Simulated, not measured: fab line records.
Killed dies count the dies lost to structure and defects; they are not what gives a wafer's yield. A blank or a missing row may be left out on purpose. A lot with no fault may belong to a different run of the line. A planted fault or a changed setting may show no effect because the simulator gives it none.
Struck lot and sound lot, side by side + flow gf180mcu + 14 steps out of a route of 602
Sound: the wafers L840.2, L840.3, L840.4. Struck: wafers L844.2, L844.4, L844.6. The cause is named last.
Each step with rows lists, per side, the tool, then ch with its chambers, then its first start. Under that, the readings that differ: sound wafers + struck wafers + difference of the means + sigmas: that difference in standard deviations of wafers without a fault.
alike: words and numbers the same on both sides, and readings whose means are apart by under 2 such deviations; not compared: readings that were withheld, readings missing a value for some wafer, numbers with overlapping values and no deviation given by the record, and bounds like >300 which may hide the same value.
Wherever a step has rows on one side only, a row that says differs or no value, or a row with sigmas, the two part there. Non-overlapping numbers with no deviation appear without sigmas and do not part them. A reading missing from all wafers of one side parts the sides only when that side holds two or more wafers.

first, 2 steps without rows for these wafers: GF_M3_CLEAN_19 (cleans in DIW); GF_V3_CVD_00 (deposits SiO2, target thk 600 nm, time 100 s).
GF_V3_THK_MEAS_01:
  sound on film-metro-02, day 23 09:22; struck on film-metro-03, day 24 13:38
  alike: V3_CVD_00_THK
GF_V3_CVD_02: deposits SiO2 from TEOS, target thk 850 nm, time 94.851 s.
  sound on pecvd-03 ch 0,2, day 23 09:25; struck on pecvd-02 ch 0,2, day 24 13:41
  alike: heater-power-w
GF_V3_THK_MEAS_03:
  sound on film-metro-03, day 23 09:29; struck on film-metro-01, day 24 13:46
  alike: V3_CVD_02_THK
GF_V3_CMP_04: polishes SiO2.
  sound on cmp-01 ch 1,2,3, day 23 09:32; struck on cmp-02 ch 1,2, day 24 13:52
  alike: head-pressure-psi, motor-current-A, time-to-endpoint-s
GF_V3_BOW_MEAS_05:
  sound on film-metro-02, day 23 09:52; struck on film-metro-03, day 24 14:08
  alike: V3_BOW
then, 5 steps without rows for these wafers: GF_V3_DEHYDRATE_06 (time 60 s); GF_V3_HMDS_07 (prime time 60 s); GF_V3_COAT_08; GF_V3_COAT_09 (resist thk 1000 nm); GF_V3_SOFTBAKE_10 (time 60 s).
GF_V3_EXPOSE_11: exposes mask Via3, target cd 260 nm.
  struck on krf-scanner-01, day 25 00:49; sound on krf-scanner-01 ch 0, day 23 21:25
  no value came back on the struck wafers for exposure-dose-mJ-cm2, focus-offset-nm (nm), reticle-temp-C (C); on the sound wafers exposure-dose-mJ-cm2 reads 38.00 37.97 37.92
  alike: mask
then, 1 step without rows for these wafers: GF_V3_PEB_12 (peb time 90 s).

## WHERE THEY PART
GF_V3_EXPOSE_11 only, going by this record.

WHY: what had been put in by the simulator
Beginning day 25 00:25, the whole step at GF_V3_EXPOSE_11 was skipped on krf-scanner-01. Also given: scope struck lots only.
